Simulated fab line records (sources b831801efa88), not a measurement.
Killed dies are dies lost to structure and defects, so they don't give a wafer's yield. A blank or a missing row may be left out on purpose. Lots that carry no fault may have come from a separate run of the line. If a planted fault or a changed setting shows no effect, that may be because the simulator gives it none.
Which tool did it? + flow gf180mcu + 39 wafers from 13 lots sampled at 4 of the route's 602 steps

== WHAT THE GAUGES READ, wafer by wafer ==
GF_CONTACT_BOW_MEAS_05. Usual: for CONTACT_BOW the level is 66 um and the standard deviation is 6.7.
| lot  | measured     | on            | CONTACT_BOW (um) | flag |
|------|--------------|---------------|------------------|------|
| L424 | day 15 22:53 | film_metro-04 | 64 65 71         |      |
| L425 | day 16 04:23 | film_metro-03 | 63 63 68         |      |
| L428 | day 17 08:55 | film_metro-04 | 63 64 70         |      |
| L429 | day 17 17:50 | film_metro-03 | 76 66 70         |      |
| L430 | day 18 00:42 | film_metro-01 | 65 71 58         |      |
| L435 | day 19 18:17 | film_metro-04 | 69 67 63         |      |
| L437 | day 21 05:35 | film_metro-04 | 64 79 64         |      |
| L438 | day 21 06:02 | film_metro-04 | 63 60 61         |      |
| L439 | day 21 21:33 | film_metro-03 | 72 61 69         |      |
| L440 | day 21 22:58 | film_metro-03 | 56 60 63         |      |
| L441 | day 22 15:01 | film_metro-01 | 57 82 65         |      |
| L443 | day 23 02:21 | film_metro-01 | 66 73 58         |      |
| L445 | day 23 16:41 | film_metro-04 | 72 69 74         |      |

GF_CONTACT_CD_MEAS_14: target cd 220 nm. Usual: 219.3 nm for cd_nm, sd 1.2.
| lot  | measured     | on        | cd_nm (nm)        | flag |
|------|--------------|-----------|-------------------|------|
| L424 | day 16 20:46 | cd_sem-02 | 219.6 221.0 219.5 |      |
| L425 | day 17 02:22 | cd_sem-01 | 217.0 219.5 218.3 |      |
| L428 | day 18 07:41 | cd_sem-01 | 218.1 219.0 218.5 |      |
| L429 | day 18 17:38 | cd_sem-01 | 221.8 221.9 222.4 |      |
| L430 | day 19 00:32 | cd_sem-02 | 219.3 219.0 219.3 |      |
| L435 | day 20 19:33 | cd_sem-01 | 220.3 217.4 217.2 |      |
| L437 | day 22 04:34 | cd_sem-02 | 246.2 247.3 246.3 | OFF  |
| L438 | day 22 06:17 | cd_sem-02 | 219.0 219.0 220.1 |      |
| L439 | day 22 21:04 | cd_sem-01 | 243.4 242.3 245.3 | OFF  |
| L440 | day 22 22:51 | cd_sem-01 | 241.2 241.3 240.7 | OFF  |
| L441 | day 23 14:07 | cd_sem-02 | 218.8 218.5 219.2 |      |
| L443 | day 24 00:34 | cd_sem-02 | 218.4 218.4 218.2 |      |
| L445 | day 24 14:46 | cd_sem-02 | 220.4 218.6 220.2 |      |

== WHICH TOOL RAN EACH LOT (tool, then ch and the chambers of the sampled wafers, then the start) ==
| lot  | GF_CONTACT_CVD_02               | GF_CONTACT_EXPOSE_11              |
|------|---------------------------------|-----------------------------------|
| L424 | pecvd-02 ch 0,1, day 15 22:26   | krf_scanner-02 ch 0, day 16 10:21 |
| L425 | pecvd-02 ch 0,1,2, day 16 03:58 | krf_scanner-01 ch 0, day 16 16:23 |
| L428 | pecvd-03 ch 0,1,2, day 17 08:26 | krf_scanner-02 ch 0, day 17 20:11 |
| L429 | pecvd-02 ch 0,1,2, day 17 17:24 | krf_scanner-02 ch 0, day 18 05:18 |
| L430 | pecvd-04 ch 0,1, day 18 00:16   | krf_scanner-01 ch 0, day 18 12:47 |
| L435 | pecvd-04 ch 0,1,2, day 19 17:50 | krf_scanner-02 ch 0, day 20 06:22 |
| L437 | pecvd-02 ch 0,1,2, day 21 05:08 | krf_scanner-01 ch 0, day 21 17:41 |
| L438 | pecvd-02 ch 0,2, day 21 05:29   | krf_scanner-02 ch 0, day 21 18:53 |
| L439 | pecvd-03 ch 0,1,2, day 21 21:07 | krf_scanner-01 ch 0, day 22 09:25 |
| L440 | pecvd-02 ch 1,2, day 21 22:32   | krf_scanner-01 ch 0, day 22 10:46 |
| L441 | pecvd-02 ch 1,2, day 22 14:34   | krf_scanner-02 ch 0, day 23 02:58 |
| L443 | pecvd-03 ch 0,1,2, day 23 01:55 | krf_scanner-02 ch 0, day 23 13:41 |
| L445 | pecvd-02 ch 0,1,2, day 23 16:14 | krf_scanner-02 ch 0, day 24 03:55 |
- GF_CONTACT_CVD_02: deposits SiO2 from TEOS, target thk 860 nm, time 95.992 s.
- GF_CONTACT_EXPOSE_11: exposes mask Contact, target cd 220 nm.

== WHAT THE TOOLS THEMSELVES READ (means of the sampled wafers that have a number; where no wafer has one, the mark that the record gives instead) ==
GF_CONTACT_CVD_02. Usual: 624 W for heater_power_w, sd 97.
| lot  | tool     | heater_power_w (W) | flag |
|------|----------|--------------------|------|
| L424 | pecvd-02 | 603                |      |
| L425 | pecvd-02 | 582                |      |
| L428 | pecvd-03 | 681                |      |
| L429 | pecvd-02 | 647                |      |
| L430 | pecvd-04 | 535                |      |
| L435 | pecvd-04 | 584                |      |
| L437 | pecvd-02 | 584                |      |
| L438 | pecvd-02 | 716                |      |
| L439 | pecvd-03 | 677                |      |
| L440 | pecvd-02 | 575                |      |
| L441 | pecvd-02 | 566                |      |
| L443 | pecvd-03 | 631                |      |
| L445 | pecvd-02 | 569                |      |

GF_CONTACT_EXPOSE_11. Usual: 38.09 for exposure_dose_mJ_cm2, sd 0.11.
| lot  | tool           | exposure_dose_mJ_cm2 | flag |
|------|----------------|----------------------|------|
| L424 | krf_scanner-02 | 38.00                |      |
| L425 | krf_scanner-01 | 38.22                |      |
| L428 | krf_scanner-02 | 38.01                |      |
| L429 | krf_scanner-02 | 37.97                |      |
| L430 | krf_scanner-01 | 38.21                |      |
| L435 | krf_scanner-02 | 37.92                |      |
| L437 | krf_scanner-01 | 45.43                | OFF  |
| L438 | krf_scanner-02 | 38.05                |      |
| L439 | krf_scanner-01 | 43.94                | OFF  |
| L440 | krf_scanner-01 | 43.96                | OFF  |
| L441 | krf_scanner-02 | 38.00                |      |
| L443 | krf_scanner-02 | 38.03                |      |
| L445 | krf_scanner-02 | 37.98                |      |

== THE ANSWER, worked out from the rows above alone ==
Rule: take the mean of a lot's wafers that have a number; if it is more than 3 standard deviations from the usual mean, the lot is off. Also off: a lot with no number at a reading for which 4 or more lots have one. Any other lot the step has rows for is counted as sound. The gauges are gone through in route order, then the tools' own readings, and for those a lot's mean is taken as printed above. The first step at which some lot is off is used, and at that step the reading that is off furthest; a lot without a number counts as furthest.
Off, at GF_CONTACT_CD_MEAS_14 on cd_nm: L437, L439, L440.
If a tool, at a process step before that reading, ran all the lots that are off and no sound lot after the first of them, it fits. Not tried: the gauges at GF_CONTACT_CD_MEAS_14; whatever is off there is also off at GF_CONTACT_EXPOSE_11, on other tools, and gauge error can't account for it. One fits: krf_scanner-01 at GF_CONTACT_EXPOSE_11. A fault onset in the window from L430 (day 18 12:47, its last sound lot) to L437 (day 21 17:41, its first lot off) fits.
The tool's own readings at GF_CONTACT_EXPOSE_11 bear it out: on the lots that are off they differ by more than 5 times the standard deviation of the sound lots' means. exposure_dose_mJ_cm2 reads 44.44 there against 38.04 on the sound lots.

== WHAT HAD BEEN PUT IN BY THE SIMULATOR ==
Process parameter drift: krf_scanner-01, from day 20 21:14 on, at GF_CONTACT_EXPOSE_11. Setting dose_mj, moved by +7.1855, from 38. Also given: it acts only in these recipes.
Struck lots among those shown: L437, L439, L440. Same finding as the rule above.
